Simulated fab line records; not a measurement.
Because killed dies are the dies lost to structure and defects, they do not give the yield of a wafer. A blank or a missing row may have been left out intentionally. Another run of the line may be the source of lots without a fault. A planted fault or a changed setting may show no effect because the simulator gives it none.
fab line records ; flow sky130
record lots=11; wafers=33; lastDay=51
route steps=708 shown METAL4@635 VIA4@640 PASSIVATION@681 PAD_OPEN@708
lots that met no fault: taken from a fault-free run of the same line
startH: the number of hours between the record's first day and the start of the first shown wafer of the lot ; waitH: time in hours since the lot's previous step ; " repeats the value in the row above ; L1.1+2: several wafers, shown together as one row ; - no value, or no start given ; * or withheld: withheld ; < > ~ a bound
route shown NAME@n: a module of which the file shows steps, and the number in the route of the first ; usual: mean and standard deviation over wafers with no fault ; same: alike in all rows ; chamber/n: place in a boat ; sites: the reading at each site ; _std_site: their standard deviation ; _edge_site: mean of outer sites minus mean of inner sites ; radiusMm: for every site, how far away it sits from the centre of the wafer ; mask NAME#n: copy n ; behind: the most recent tool/chamber to have shaped the wafer ; hold: what put the lot on hold/how long, in hours/how the hold closed ; device: names the non-switching transistor (n, p or np) ; end of line: the same wafers' tests at the end of the route ; for a step that has no rows: nothing shown but its recipe ; killed: at the first sort, the dies lost to defects and structure; wafer yield is something else ; map: a wafer's dies, marking killed ones x, the rest . and places with no die _
set.NAME: the run value of the setting; set.NAME@STEP: its run value at that earlier step ; model.NAME: the simulator's own value behind a step, which no gauge read
route steps across a sampled set of lots; one table per step, one row per wafer
services: when a tool's chamber went out of use (startH, in hours from the record's first day, below 0 if earlier), for how many hours, and the reason
## steps
# step SKY_METAL4_STRIP_19
# recipe chemistry=O2/N2; powerW=1400; pressureMtorr=1500; platenTempC=withheld; o2FlowSccm=3000; n2FlowSccm=300; overashFraction=0.5
# usual drypumpMotorCurrentA=6.0/0.42; oesProductAu=0.507/0.0058; stripTimeToEndpointS=6.65/0.076
lot.wafer;tool;chamber;startH;waitH;drypumpMotorCurrentA;oesProductAu;rfHoursCounterH;stripTimeToEndpointS
L666.1;plasmaAsher-03;0;987.79;0.1;5.8;0.515;25;6.81
L666.2;plasmaAsher-03;1;987.79;0.1;6.5;0.504;25;6.66
L666.3;plasmaAsher-03;0;987.79;0.1;5.8;0.504;-;6.75
L667.3;plasmaAsher-03;1;996.25;0.1;6.5;0.512;-;6.72
L667.5;plasmaAsher-03;1;996.25;0.1;6.5;0.512;-;6.66
L667.6;plasmaAsher-03;0;996.25;0.1;5.8;0.515;-;6.72
L668.2;plasmaAsher-02;0;1000.52;0.1;6.4;0.507;85;6.62
L668.4;plasmaAsher-02;0;1000.52;0.1;6.4;0.508;-;6.71
L668.5;plasmaAsher-02;1;1000.52;0.1;5.2;0.508;-;6.73
L669.1;plasmaAsher-04;0;1012.98;0.1;6.0;0.511;58;6.70
L669.2;plasmaAsher-04;1;1012.98;0.1;6.2;0.504;58;6.67
L669.5;plasmaAsher-04;0;1012.98;0.1;6.1;0.504;-;6.61
L671.1;plasmaAsher-02;0;1030.59;0.1;6.4;0.508;88;6.60
L671.2;plasmaAsher-02;1;1030.59;0.1;5.2;0.497;88;6.56
L671.5;plasmaAsher-02;1;1030.59;0.1;5.2;0.503;-;6.49
L672.1;plasmaAsher-03;1;1031.19;0.1;6.5;0.510;29;6.57
L672.2;plasmaAsher-03;0;1031.19;0.1;5.8;0.499;29;6.54
L672.3;plasmaAsher-03;0;1031.19;0.1;5.8;0.499;-;6.62
L673.1;plasmaAsher-04;1;1034.89;0.1;6.2;0.508;60;6.67
L673.3;plasmaAsher-04;0;1034.89;0.1;6.1;0.508;-;6.71
L673.4;plasmaAsher-04;1;1034.89;0.1;6.2;0.511;-;6.67
L675.1;plasmaAsher-02;1;1053.64;0.1;5.2;0.508;91;6.59
L675.4;plasmaAsher-02;1;1053.64;0.1;5.2;0.498;-;6.50
L675.6;plasmaAsher-02;1;1053.64;0.1;5.2;0.501;-;6.59
L681.1;plasmaAsher-04;0;1088.94;0.1;6.1;0.515;65;6.71
L681.5;plasmaAsher-04;1;1088.94;0.1;6.3;0.509;-;6.66
L681.6;plasmaAsher-04;0;1088.94;0.1;6.1;0.508;-;6.67
L684.3;plasmaAsher-02;1;1105.27;0.1;5.2;0.508;-;6.74
L684.5;plasmaAsher-02;1;1105.27;0.1;5.2;0.511;-;6.74
L684.6;plasmaAsher-02;0;1105.27;0.1;6.3;0.508;-;6.62
L689.1;plasmaAsher-04;0;1139.14;0.1;6.1;0.500;69;6.53
L689.5;plasmaAsher-04;0;1139.14;0.1;6.1;0.502;-;6.45
L689.6;plasmaAsher-04;1;1139.14;0.1;6.2;0.495;-;6.48
# step SKY_VIA4_THK_MEAS_01
# recipe reads=SiO2_of_VIA4_HDPCVD_00
# usual VIA4_HDPCVD_THK=1745/19
lot.wafer;tool;chamber;startH;waitH;VIA4_HDPCVD_THK[nm]
L666.1;filmMetro-02;-;988.60;0.1;1712
L666.2;filmMetro-02;-;988.60;0.1;1770
L666.3;filmMetro-02;-;988.60;0.1;1725
L667.3;filmMetro-04;-;997.04;0.1;1715
L667.5;filmMetro-04;-;997.04;0.1;1728
L667.6;filmMetro-04;-;997.04;0.1;1728
L668.2;filmMetro-04;-;1001.34;0.1;1762
L668.4;filmMetro-04;-;1001.34;0.1;1753
L668.5;filmMetro-04;-;1001.34;0.1;1748
L669.1;filmMetro-04;-;1013.82;0.1;1749
L669.2;filmMetro-04;-;1013.82;0.1;1734
L669.5;filmMetro-04;-;1013.82;0.1;1733
L671.1;filmMetro-04;-;1031.40;0.1;1709
L671.2;filmMetro-04;-;1031.40;0.1;1736
L671.5;filmMetro-04;-;1031.40;0.1;1771
L672.1;filmMetro-04;-;1032.02;0.1;1725
L672.2;filmMetro-04;-;1032.02;0.1;1746
L672.3;filmMetro-04;-;1032.02;0.1;1750
L673.1;filmMetro-04;-;1035.80;0.1;1748
L673.3;filmMetro-04;-;1035.80;0.1;1727
L673.4;filmMetro-04;-;1035.80;0.1;1729
L675.1;filmMetro-04;-;1054.55;0.1;1725
L675.4;filmMetro-04;-;1054.55;0.1;1748
L675.6;filmMetro-04;-;1054.55;0.1;1731
L681.1;filmMetro-02;-;1089.72;0.1;1783
L681.5;filmMetro-02;-;1089.72;0.1;1750
L681.6;filmMetro-02;-;1089.72;0.1;1784
L684.3;filmMetro-04;-;1106.03;0.1;1708
L684.5;filmMetro-04;-;1106.03;0.1;1750
L684.6;filmMetro-04;-;1106.03;0.1;1722
L689.1;filmMetro-01;-;1140.07;0.2;1760
L689.5;filmMetro-01;-;1140.07;0.2;1757
L689.6;filmMetro-01;-;1140.07;0.2;1727
# step SKY_VIA4_ETCH_12
# recipe target=SiO2; chemistry=C4F8/O2/Ar; stopOn=TiN; maskMaterial=NOVOLAK; sourceW=1500; biasW=1200; pressureMtorr=40; c4f8FlowSccm=withheld; O2_flow_sccm=6; Ar_flow_sccm=300; timeS=withheld; targetDepthA=5800
# usual oesProductAu=0.925/0.0044
lot.wafer;tool;chamber;startH;waitH;oesProductAu
L666.1;rieDiel-02;3;1011.84;0.0;0.925
L666.2;rieDiel-02;0;1011.84;0.0;0.927
L666.3;rieDiel-02;2;1011.84;0.0;0.924
L667.3;rieDiel-02;0;1021.00;0.0;0.923
L667.5;rieDiel-02;2;1021.00;0.0;0.919
L667.6;rieDiel-02;3;1021.00;0.0;0.930
L668.2;rieDiel-02;3;1024.24;0.0;0.924
L668.4;rieDiel-02;1;1024.24;0.0;0.923
L668.5;rieDiel-02;3;1024.24;0.0;0.932
L669.1;rieDiel-01;1;1036.79;0.0;0.918
L669.2;rieDiel-01;3;1036.79;0.0;0.921
L669.5;rieDiel-01;2;1036.79;0.0;0.925
L671.1;rieDiel-01;3;1053.80;0.0;0.925
L671.2;rieDiel-01;2;1053.80;0.0;0.935
L671.5;rieDiel-01;3;1053.80;0.0;0.929
L672.1;rieDiel-02;0;1054.70;0.0;0.928
L672.2;rieDiel-02;1;1054.70;0.0;0.927
L672.3;rieDiel-02;2;1054.70;0.0;0.930
L673.1;rieDiel-01;0;1058.60;0.0;0.931
L673.3;rieDiel-01;1;1058.60;0.0;0.930
L673.4;rieDiel-01;2;1058.60;0.0;0.924
L675.1;rieDiel-02;0;1075.88;0.0;0.929
L675.4;rieDiel-02;1;1075.88;0.0;0.930
L675.6;rieDiel-02;0;1075.88;0.0;0.934
L681.1;rieDiel-01;3;1110.99;0.0;0.926
L681.5;rieDiel-01;3;1110.99;0.0;0.932
L681.6;rieDiel-01;0;1110.99;0.0;0.930
L684.3;rieDiel-02;3;1126.39;0.0;0.929
L684.5;rieDiel-02;1;1126.39;0.0;0.934
L684.6;rieDiel-02;0;1126.39;0.0;0.925
L689.1;rieDiel-01;0;1158.28;0.0;0.930
L689.5;rieDiel-01;0;1158.28;0.0;0.918
L689.6;rieDiel-01;1;1158.28;0.0;0.926
# step SKY_PASSIVATION_CVD_00
# recipe material=SiO2; targetThkNm=90; tempC=400; timeS=withheld; rfW=600
# usual heaterPowerW=647/76
lot.wafer;tool;chamber;startH;waitH;heaterPowerW
L666.1;pecvd-03;2;1037.11;0.0;621
L666.2;pecvd-03;1;1037.11;0.0;510
L666.3;pecvd-03;0;1037.11;0.0;593
L667.3;pecvd-01;0;1046.57;0.0;625
L667.5;pecvd-01;0;1046.57;0.0;653
L667.6;pecvd-01;2;1046.57;0.0;629
L668.2;pecvd-04;2;1049.23;0.0;558
L668.4;pecvd-04;2;1049.23;0.0;569
L668.5;pecvd-04;1;1049.23;0.0;741
L669.1;pecvd-03;0;1061.81;0.0;625
L669.2;pecvd-03;1;1061.81;0.0;629
L669.5;pecvd-03;0;1061.81;0.0;487
L671.1;pecvd-04;0;1077.70;0.0;688
L671.2;pecvd-04;2;1077.70;0.0;560
L671.5;pecvd-04;2;1077.70;0.0;573
L672.1;pecvd-04;2;1078.66;0.0;583
L672.2;pecvd-04;0;1078.66;0.0;743
L672.3;pecvd-04;2;1078.66;0.0;580
L673.1;pecvd-04;1;1082.21;0.0;734
L673.3;pecvd-04;2;1082.21;0.0;606
L673.4;pecvd-04;1;1082.21;0.0;748
L675.1;pecvd-03;0;1099.53;0.0;511
L675.4;pecvd-03;0;1099.53;0.0;522
L675.6;pecvd-03;1;1099.53;0.0;553
L681.1;pecvd-03;0;1133.35;0.0;555
L681.5;pecvd-03;2;1133.35;0.0;586
L681.6;pecvd-03;0;1133.35;0.0;561
L684.3;pecvd-03;1;1148.74;0.0;660
L684.5;pecvd-03;1;1148.74;0.0;632
L684.6;pecvd-03;2;1148.74;0.0;614
L689.1;pecvd-03;1;1178.24;0.0;605
L689.5;pecvd-03;1;1178.24;0.0;623
L689.6;pecvd-03;2;1178.24;0.0;651
# step SKY_PASSIVATION_THK_MEAS_01
# recipe reads=SiO2_of_PASSIVATION_CVD_00
# usual PASSIVATION_CVD_00_THK=89.6/1.2
lot.wafer;tool;chamber;startH;waitH;PASSIVATION_CVD_00_THK[nm]
L666.1;filmMetro-03;-;1037.13;-;87.6
L666.2;filmMetro-03;-;1037.13;-;87.1
L666.3;filmMetro-03;-;1037.13;-;88.4
L667.3;filmMetro-03;-;1046.61;-;89.8
L667.5;filmMetro-03;-;1046.61;-;89.3
L667.6;filmMetro-03;-;1046.61;-;88.8
L668.2;filmMetro-01;-;1049.26;-;89.7
L668.4;filmMetro-01;-;1049.26;-;91.0
L668.5;filmMetro-01;-;1049.26;-;90.3
L669.1;filmMetro-01;-;1061.84;-;90.1
L669.2;filmMetro-01;-;1061.84;-;88.6
L669.5;filmMetro-01;-;1061.84;-;91.9
L671.1;filmMetro-01;-;1077.73;-;87.3
L671.2;filmMetro-01;-;1077.73;-;86.6
L671.5;filmMetro-01;-;1077.73;-;87.9
L672.1;filmMetro-03;-;1078.69;-;87.5
L672.2;filmMetro-03;-;1078.69;-;88.2
L672.3;filmMetro-03;-;1078.69;-;89.2
L673.1;filmMetro-01;-;1082.23;-;88.6
L673.3;filmMetro-01;-;1082.23;-;85.5
L673.4;filmMetro-01;-;1082.23;-;89.8
L675.1;filmMetro-04;-;1099.56;-;89.7
L675.4;filmMetro-04;-;1099.56;-;91.0
L675.6;filmMetro-04;-;1099.56;-;90.2
L681.1;filmMetro-03;-;1133.38;-;90.6
L681.5;filmMetro-03;-;1133.38;-;91.3
L681.6;filmMetro-03;-;1133.38;-;91.7
L684.3;filmMetro-03;-;1148.78;-;87.5
L684.5;filmMetro-03;-;1148.78;-;89.8
L684.6;filmMetro-03;-;1148.78;-;90.0
L689.1;filmMetro-03;-;1178.26;-;87.5
L689.5;filmMetro-03;-;1178.26;-;88.1
L689.6;filmMetro-03;-;1178.26;-;90.2
# step SKY_PAD_OPEN_PROBE_99
# usual defectLimitedYield=82.5/1.6; killed_at_M0_to_M3=43/6.6; killed_at_M4_up=3.4/1.8; killedAtContacts=24/5.7; killedAtFrontEnd=15/4.2; killedAtOther=0.3/0.58; killedDies=86/8; killedOpen=46/7.2; killedShort=39/5.8; sort_bin_3_pad_short=0.9/0.41; sort_bin_5_function=10.3/1.2; sort_bin_6_memory=6.3/1.1; sortNPass=406/8; sortYieldPct=82.5/1.6
# same grossDies=492; killedAtBackSide=0; sort_bin_4_leakage[%]=0; sort_bin_8_speed[%]=0
lot.wafer;tool;chamber;startH;waitH;defectLimitedYield[%];killed_at_M0_to_M3;killed_at_M4_up;killedAtContacts;killedAtFrontEnd;killedAtOther;killedDies;killedOpen;killedShort;sort_bin_3_pad_short[%];sort_bin_5_function[%];sort_bin_6_memory[%];sortNPass;sortYieldPct[%]
L669.1;prober-02;-;1105.72;0.1;82.7;44;2;19;20;0;85;44;41;0.6;11.8;4.9;407;82.7
L669.2;prober-02;-;1105.77;0.1;83.3;42;0;24;16;0;82;47;35;0.8;9.6;6.3;410;83.3
L669.5;prober-02;-;1105.92;0.2;83.1;37;2;25;19;0;83;46;37;0.6;9.3;6.9;409;83.1
L671.1;prober-01;-;1121.71;0.1;81.7;45;2;18;24;1;90;53;37;1.4;9.6;7.3;402;81.7
L671.2;prober-01;-;1121.76;0.1;84.3;33;4;27;13;0;77;46;31;0.6;9.8;5.3;415;84.3
L671.5;prober-01;-;1121.91;0.2;82.3;47;3;19;17;1;87;47;39;1.0;10.4;6.3;405;82.3
L684.3;prober-01;-;1185.98;0.2;85.0;32;3;16;22;1;74;31;42;0.8;8.5;5.7;418;85.0
L684.5;prober-01;-;1186.08;0.2;83.1;42;5;21;14;1;83;49;33;0.6;9.6;6.7;409;83.1
L684.6;prober-01;-;1186.13;0.2;83.5;37;1;21;20;2;81;42;38;0.8;9.1;6.5;411;83.5
L689.1;prober-02;-;1213.12;0.1;80.5;45;2;32;17;0;96;51;45;1.4;10.4;7.7;396;80.5
L689.5;prober-02;-;1213.32;0.2;81.7;48;2;29;11;0;90;44;46;0.8;9.8;7.7;402;81.7
L689.6;prober-02;-;1213.37;0.2;84.3;36;3;26;12;0;77;45;32;0.8;9.6;5.3;415;84.3
# killed by level:class
L669.1 VIA1:geometricParticle:open=9 METAL2:geometricParticle:short=7 VIA2:geometricParticle:open=7 POLY_GATE:geometricParticle:open=6 LOCAL_INTERCONNECT:geometricParticle:short=6 POLY_GATE:geometricParticle:short=5 CONTACT:geometricParticle:short=5 CONTACT:geometricParticle:open=5
L669.2 VIA1:geometricParticle:open=11 METAL2:geometricParticle:short=8 VIA2:geometricParticle:open=8 FIELD_ISO:geometricParticle:open=7 LI_CONTACT:geometricParticle:short=6 LI_CONTACT:geometricParticle:open=5 CONTACT:geometricParticle:open=5 VIA1:geometricParticle:short=4
L669.5 VIA1:geometricParticle:open=10 CONTACT:geometricParticle:open=10 FIELD_ISO:geometricParticle:short=9 LI_CONTACT:geometricParticle:open=7 METAL2:geometricParticle:short=7 METAL1:geometricParticle:short=6 POLY_GATE:geometricParticle:open=4 VIA2:geometricParticle:open=4
L671.1 VIA1:geometricParticle:open=10 VIA2:geometricParticle:open=10 LI_CONTACT:geometricParticle:open=7 METAL1:geometricParticle:short=6 POLY_GATE:geometricParticle:open=5 POLY_GATE:geometricParticle:short=5 CONTACT:geometricParticle:open=5 VIA3:geometricParticle:open=5
L671.2 CONTACT:geometricParticle:open=11 LI_CONTACT:geometricParticle:open=8 VIA2:geometricParticle:open=6 VIA3:geometricParticle:open=6 LI_CONTACT:geometricParticle:short=5 VIA1:geometricParticle:short=4 VIA1:geometricParticle:open=4 METAL2:geometricParticle:short=4
L671.5 VIA1:geometricParticle:open=12 CONTACT:geometricParticle:open=9 METAL1:geometricParticle:short=6 VIA2:geometricParticle:open=6 VIA1:geometricParticle:short=5 VIA3:geometricParticle:open=5 FIELD_ISO:geometricParticle:open=4 FIELD_ISO:geometricParticle:short=4
L684.3 POLY_GATE:geometricParticle:short=7 FIELD_ISO:geometricParticle:short=6 VIA2:geometricParticle:short=6 VIA3:geometricParticle:open=6 VIA2:geometricParticle:open=4 LOCAL_INTERCONNECT:geometricParticle:short=4 CONTACT:geometricParticle:open=4 VIA1:geometricParticle:open=4
L684.5 CONTACT:geometricParticle:open=9 VIA3:geometricParticle:open=8 VIA1:geometricParticle:open=8 VIA1:geometricParticle:short=6 METAL1:geometricParticle:short=6 VIA2:geometricParticle:open=6 LI_CONTACT:geometricParticle:open=5 POLY_GATE:geometricParticle:short=4
L684.6 LI_CONTACT:geometricParticle:open=7 VIA1:geometricParticle:open=7 CONTACT:geometricParticle:open=6 FIELD_ISO:geometricParticle:open=5 FIELD_ISO:geometricParticle:short=5 VIA3:geometricParticle:open=5 METAL3:geometricParticle:short=5 VIA3:geometricParticle:short=5
L689.1 CONTACT:geometricParticle:open=12 VIA1:geometricParticle:open=9 POLY_GATE:geometricParticle:short=8 VIA3:geometricParticle:open=8 LI_CONTACT:geometricParticle:open=7 VIA2:geometricParticle:open=7 METAL1:geometricParticle:short=6 CONTACT:geometricParticle:short=6
L689.5 CONTACT:geometricParticle:open=16 VIA1:geometricParticle:open=9 METAL1:geometricParticle:short=8 METAL2:geometricParticle:short=8 VIA2:geometricParticle:open=6 CONTACT:geometricParticle:short=5 VIA3:geometricParticle:open=5 VIA2:geometricParticle:short=4
L689.6 LI_CONTACT:geometricParticle:open=10 CONTACT:geometricParticle:open=9 VIA1:geometricParticle:open=7 VIA1:geometricParticle:short=6 VIA2:geometricParticle:open=5 VIA3:geometricParticle:open=5 LI_CONTACT:geometricParticle:short=4 FIELD_ISO:geometricParticle:open=3
## services
tool;chamber;startH;hours;kind
rieDiel-02;0;964.16;5.6;repair
pecvd-03;1;965.80;2.1;scheduledDown
rieDiel-01;-;969.94;0.6;repair
rieDiel-01;-;971.82;0.6;repair
rieDiel-02;2;978.31;6.6;repair
pecvd-01;-;989.91;0.3;repair
pecvd-03;1;999.38;-;clean
pecvd-03;1;999.38;-;consumableReplace:showerhead
pecvd-03;1;999.38;29.0;scheduledDown
pecvd-01;1;1014.95;8.1;repair
rieDiel-01;2;1033.71;3.0;repair
pecvd-04;-;1057.74;1.2;repair
plasmaAsher-04;-;1076.60;5.4;repair
pecvd-01;-;1077.39;6.0;pm
rieDiel-01;2;1082.61;12.5;repair
plasmaAsher-04;-;1086.10;2.4;repair
pecvd-04;-;1114.09;4.2;repair
plasmaAsher-04;-;1128.28;1.3;repair
plasmaAsher-02;-;1134.08;1.1;repair
pecvd-01;-;1147.86;1.6;repair
pecvd-01;-;1161.04;0.5;repair
rieDiel-01;3;1168.50;4.3;repair
pecvd-04;-;1172.71;2.8;pm
pecvd-04;-;1177.60;1.9;repair
## key
firstSign step=SKY_PASSIVATION_THK_MEAS_01; reading=PASSIVATION_CVD_00_THK; direction=down; sigmas=3.5; usual=89.6; struck=85.5
effect none on later readings
metAt SKY_PASSIVATION_CVD_00
struckLots L673
struckWafers L673.3
notActingAt SKY_METAL4_STRIP_19,SKY_VIA4_THK_MEAS_01,SKY_VIA4_ETCH_12
onsetBetween 1078.66 1082.21
fault kind=siteProfileDrift; tool=pecvd-04; chamber=2; onsetH=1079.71; steps=SKY_PASSIVATION_CVD_00; basis=fraction; maxAbsDrift=0.092847; slopeSharePerHr=46.424; sitePattern=0,0,0,0,0,-1,-1,-1,-1
